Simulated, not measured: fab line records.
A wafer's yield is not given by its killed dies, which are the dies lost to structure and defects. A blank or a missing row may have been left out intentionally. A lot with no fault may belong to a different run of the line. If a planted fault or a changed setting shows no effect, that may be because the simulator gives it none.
A struck lot beside a sound one    flow gf180mcu    15 steps out of a route of 602
Sound: wafers L204.2, L204.3, L204.4. The struck wafers were L210.3, L210.4, L210.5. The cause comes at the end.
Order at every step that has rows: each side's tool, ch and its chambers, its first start. Under that, the readings that differ: sound wafers    struck wafers    difference of the means    sigmas: that difference in standard deviations of wafers without a fault.
alike: readings with means less than 2 such deviations apart, plus words and numbers identical on both sides. not compared: withheld readings, readings lacking a value on some wafer, bounds such as >300 that could conceal the same value, and numbers that have no deviation in the record and whose values overlap.
Wherever a step has rows on one side only, a row that says differs or no value, or a row with sigmas, the two part there. Non-overlapping numbers with no deviation appear without sigmas and do not part them. A reading that every wafer of one side lacks parts them only if that side has two wafers or more.

GF_V2_BOW_MEAS_05:
  sound: filmMetro-03 at day 21 23:43; struck: filmMetro-02 at day 24 02:25
  alike: V2_BOW
then, 8 steps without rows for these wafers: GF_V2_DEHYDRATE_06 (time 60 s); GF_V2_HMDS_07 (prime time 60 s); GF_V2_COAT_08; GF_V2_COAT_09 (resist thk 1000 nm); GF_V2_SOFTBAKE_10 (time 60 s); GF_V2_EXPOSE_11 (exposes mask Via2, target cd 260 nm); GF_V2_PEB_12 (peb time 90 s); GF_V2_DEVELOP_13 (develop time 60 s).
GF_V2_CD_MEAS_14: target cd 260 nm.
  sound: cdSem-01 at day 22 22:35; struck: cdSem-01 at day 25 00:35
  alike: cdNm
GF_V2_OVL_MEAS_15:
  sound: overlay-01 at day 22 22:42; struck: overlay-02 at day 25 00:41
reading      sound   struck  difference  sigmas
V2_OVL (nm)  10 7 6  0 1 -3  -8          -2
GF_V2_ETCH_16: etches BARC in N2/H2.
  sound on rieDiel-01 ch 0,1,2, day 22 22:44; struck on rieDiel-01 ch 0,2,3, day 25 00:43
  alike: biasW, chamberPressureMTorr, drypumpMotorCurrentA, oesProductAu, rfFwdPowerW, throttleValvePct
GF_V2_ETCH_17: etches SiO2 in C4F8/O2/Ar, stops on TiN, target depth 630 nm.
  sound on rieDiel-01 ch 0,1,2, day 22 22:00; struck on rieDiel-01 ch 0,2,3, day 25 00:00
  no value came back on the struck wafers for biasW (W), chamberPressureMTorr (mTorr), oesProductAu (a.u.), rfFwdPowerW (W); on the sound wafers biasW (W) reads 1202 1200 1200
GF_V2_STRIP_18: strips in O2/N2.
  sound on plasmaAsher-02 ch 0,1, day 22 22:52; struck on plasmaAsher-02 ch 0,1, day 25 00:52
reading              sound              struck             difference  sigmas
oesProductAu (a.u.)  0.596 0.583 0.585  0.661 0.667 0.666  +0.077      +16
  alike: drypumpMotorCurrentA, heaterPowerW
  not compared: rfHoursCounterH
then, 1 step without rows for these wafers: GF_V2_STRIP_19 (strips in post etch residue remover, time 1200 s).

== WHERE THEY PART ==
Earliest at GF_V2_OVL_MEAS_15; latest, in this record, at GF_V2_STRIP_18.

WHY: what had been put in by the simulator
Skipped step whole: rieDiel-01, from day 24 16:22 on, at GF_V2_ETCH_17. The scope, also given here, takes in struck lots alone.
